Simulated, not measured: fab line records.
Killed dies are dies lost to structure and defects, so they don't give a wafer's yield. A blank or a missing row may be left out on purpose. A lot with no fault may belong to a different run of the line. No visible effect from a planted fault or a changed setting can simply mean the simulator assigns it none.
Which tool is to blame?	flow gf180mcu	10 lots, 30 wafers sampled, at 5 steps of a route of 602

## WHAT THE GAUGES READ, wafer by wafer
GF_V5_RS_MEAS_24: measures by four-point-probe.
lot	measured	on	V5_W_RS (ohm/sq)
L191	day 27 05:23	filmMetro-04	0.320 0.330 0.329
L192	day 27 14:07	filmMetro-04	0.326 0.326 0.324
L193	day 28 00:14	filmMetro-04	0.326 0.328 0.332
L194	day 28 08:22	filmMetro-04	0.325 0.323 0.327
L197	day 29 06:44	filmMetro-02	0.331 0.336 0.329
L202	day 30 21:05	filmMetro-02	0.595 0.626 0.601
L203	day 31 02:52	filmMetro-04	0.329 0.330 0.329
L204	day 31 05:11	filmMetro-02	0.604 0.610 0.638
L211	day 33 02:03	filmMetro-03	0.337 0.328 0.335
L213	day 33 11:53	filmMetro-02	0.325 0.326 0.329

GF_V5_THK_MEAS_25: measures by xrf.
lot	measured	on	V5_W_THK (nm)
L191	day 27 05:29	filmMetro-04	351 339 341
L192	day 27 14:14	filmMetro-04	343 344 346
L193	day 28 00:21	filmMetro-04	341 338 335
L194	day 28 08:28	filmMetro-04	342 346 338
L197	day 29 06:51	filmMetro-02	339 334 340
L202	day 30 21:13	filmMetro-02	189 180 188
L203	day 31 02:59	filmMetro-04	337 339 339
L204	day 31 05:17	filmMetro-02	186 184 176
L211	day 33 02:10	filmMetro-03	337 345 339
L213	day 33 12:00	filmMetro-02	341 340 338

## TOOL THAT RAN EACH LOT (tool first, then ch and the chambers of the sampled wafers, then the start)
lot	GF_MIM_SPUTTER_08	GF_V5_STRIP_18	GF_V5_CVD_23
L191	pvdSputter-04, day 24 12:02	plasmaAsher-02 ch 0,1, day 27 04:38	cvdW-02 ch 0,1, day 27 05:16
L192	pvdSputter-04, day 24 20:58	plasmaAsher-03 ch 0,1, day 27 13:16	cvdW-01 ch 1, day 27 13:54
L193	pvdSputter-04, day 25 06:23	plasmaAsher-03 ch 0,1, day 27 23:26	cvdW-02 ch 0,1, day 28 00:07
L194	pvdSputter-04, day 25 15:22	plasmaAsher-02 ch 0,1, day 28 07:35	cvdW-02 ch 0,1, day 28 08:14
L197	pvdSputter-04, day 26 17:05	plasmaAsher-03 ch 0, day 29 05:52	cvdW-01 ch 1, day 29 06:32
L202	pvdSputter-02, day 28 09:53	plasmaAsher-03 ch 0,1, day 30 20:17	cvdW-01 ch 0,1, day 30 20:58
L203	pvdSputter-02, day 28 15:11	plasmaAsher-04 ch 0,1, day 31 02:06	cvdW-02 ch 0, day 31 02:44
L204	pvdSputter-04, day 28 18:44	plasmaAsher-02 ch 0,1, day 31 04:26	cvdW-01 ch 0,1, day 31 05:05
L211	pvdSputter-02, day 30 19:45	plasmaAsher-04 ch 0,1, day 33 01:16	cvdW-02 ch 0,1, day 33 01:55
L213	pvdSputter-04, day 31 06:40	plasmaAsher-03 ch 0,1, day 33 11:07	cvdW-02 ch 1, day 33 11:46
- GF_MIM_SPUTTER_08: material AlCu, target thk 200 nm, time 10.6 s.
- GF_V5_STRIP_18: strips in O2/N2.
- GF_V5_CVD_23: deposits W, target thk 350 nm, time 104.9 s.

## AS READ BY THE TOOLS THEMSELVES (means over the sampled wafers that have a number; for cases with no such wafer, the mark the record gives instead)
GF_MIM_SPUTTER_08.
lot	tool	chamberPressurePa (Pa)	throttleValvePct (%)
L191	pvdSputter-04	0.3999	29.7
L192	pvdSputter-04	0.4001	30.1
L193	pvdSputter-04	0.4003	29.4
L194	pvdSputter-04	0.3998	30.2
L197	pvdSputter-04	0.4008	30.7
L202	pvdSputter-02	0.4000	29.6
L203	pvdSputter-02	0.4006	28.8
L204	pvdSputter-04	0.4000	29.6
L211	pvdSputter-02	0.4000	29.5
L213	pvdSputter-04	0.4001	30.6

GF_V5_STRIP_18.
lot	tool	drypumpMotorCurrentA (A)	heaterPowerW (W)	oesProductAu (a.u.)
L191	plasmaAsher-02	5.91	325	0.574
L192	plasmaAsher-03	5.48	323	0.574
L193	plasmaAsher-03	5.49	326	0.568
L194	plasmaAsher-02	5.90	324	0.565
L197	plasmaAsher-03	5.77	330	0.566
L202	plasmaAsher-03	5.62	324	0.568
L203	plasmaAsher-04	5.36	353	0.568
L204	plasmaAsher-02	5.75	330	0.573
L211	plasmaAsher-04	5.48	334	0.567
L213	plasmaAsher-03	5.64	316	0.563

GF_V5_CVD_23.
lot	tool	heaterPowerOuterW (W)	heaterPowerW (W)
L191	cvdW-02	429	762
L192	cvdW-01	578	925
L193	cvdW-02	447	771
L194	cvdW-02	455	761
L197	cvdW-01	580	926
L202	cvdW-01	542	867
L203	cvdW-02	411	769
L204	cvdW-01	555	856
L211	cvdW-02	437	769
L213	cvdW-02	490	773

## THE ANSWER, worked out from the rows above alone
Rule: usual is defined by the lots themselves. The widest of any qualifying gaps counts: lots, ordered by their means at a reading, are off when they make up no more than a third of the lots, leave a main group of 4 or more, and stand apart from it by 3 or more times the standard deviation of that group's means. Not used: any main group whose means are identical at the precision the tables above print for the reading. Also off: a lot with no number at a reading for which 4 or more lots have one. Any other lot the step has rows for is counted as sound. Order of review: gauges by route order, followed by the tools' own readings, for which a lot's mean as printed above is used. At the first step where some lot is off, the reading lying furthest off is the one used; lots without a number count as furthest.
Off: at GF_V5_RS_MEAS_24 (V5_W_RS), L202, L204. The main group: mean 0.328 ohm/sq, standard deviation 0.0029.
A tool fits if, at a process step before that reading, it ran every lot that is off, and no sound lot after the first of them. Gauges at GF_V5_RS_MEAS_24: tried the same way as those tools. One fits: GF_V5_CVD_23 on cvdW-01. Its last sound lot is L197 (day 29 06:32), its first lot that is off L202 (day 30 20:58): a fault that began between those two fits.

## WHAT THE SIMULATOR HAD INSERTED
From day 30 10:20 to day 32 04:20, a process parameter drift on cvdW-01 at GF_V5_CVD_23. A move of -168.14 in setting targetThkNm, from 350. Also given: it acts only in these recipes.
Lots struck among those shown: L202, L204. The rule above reached the same finding.
